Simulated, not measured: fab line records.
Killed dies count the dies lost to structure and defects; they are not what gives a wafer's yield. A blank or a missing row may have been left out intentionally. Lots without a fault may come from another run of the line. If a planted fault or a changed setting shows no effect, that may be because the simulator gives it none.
Problem report, 8D (eight disciplines) form, completed by code | flow gf180mcu | the parts of the form that need people (team, actions taken, sign-off) are left out

## 1. THE ISSUE
At GF_STI_WET_ETCH_26, run-length-s averages 71 s over 9 wafers from 3 lots, while fault-free wafers read 216 s, standard deviation 3.7. Relative to the usual mean, that is a shift of -39 standard deviations.
The step: etches SiO2 in dHF, target depth 94 nm, time 188 s.
Seen first at day 3 08:13 on wet-bench-01, wafer L325.2. The record holds 15 wafers of 5 lots with a number at this step. Rule for "out" (also "out of limits"): further than 4 standard deviations from the usual mean. The other wafers with a number count as sound.

## 2. WHAT IT IS AND WHAT IT IS NOT
question                    | is                     | is not
which readings at this step | run-length-s           | temp-c
which lots                  | L325, L327, L328       | L322, L343
which wafers of those lots  | all that have a number | -
read on which tools         | wet-bench-01           | wet-bench-04
when                        | from day 3 08:13       | up to then (3 sound wafers); but 3 sound wafers of L343 came after

## 3. THE SUSPECTS, EACH WITH WHAT RULES IT OUT
Counting: a tool at a process step up to the reading stays a suspect if it ran every lot that is out and no sound lot after the first of them.
- wet-bench-01 at GF_STI_WET_ETCH_26 (etches SiO2 in dHF, target depth 94 nm, time 188 s): kept. It ran every lot that is out, first L325 (day 3 08:13), and no sound lot after that; its last sound lot up to then is L322 (day 2 16:43). Its own run-length-s readings are out on those wafers.
The count leaves wet-bench-01 at GF_STI_WET_ETCH_26.

## 4. THE CAUSE (what the simulator had put in)
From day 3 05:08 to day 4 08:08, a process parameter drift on wet-bench-01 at GF_STI_WET_ETCH_26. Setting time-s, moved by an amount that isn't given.
After counting, this tool was the only one left.

## 5. SEQUENCE OF EFFECTS, ordered by route
Each row: a reading whose mean over the struck wafers that have a number lies more than 3 standard deviations from the usual. Only readings for which the record gives a usual standard deviation are gone through. hours: the time from each lot's start at the first step in this table that gives one to its start at this step, as a median over the lots. sigmas: the change in usual standard deviations.
hours | step               | reading      | usual | on struck wafers | change | sigmas
0     | GF_STI_WET_ETCH_26 | run-length-s | 216 s | 71               | -145   | -39
Process steps it contains:
- GF_STI_WET_ETCH_26: etches SiO2 in dHF, target depth 94 nm, time 188 s.

## 6. HOW IT WOULD HAVE BEEN CAUGHT EARLIER
The fault began at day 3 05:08; the first out-of-limits reading in this record came at day 3 08:13, 3 hours later.
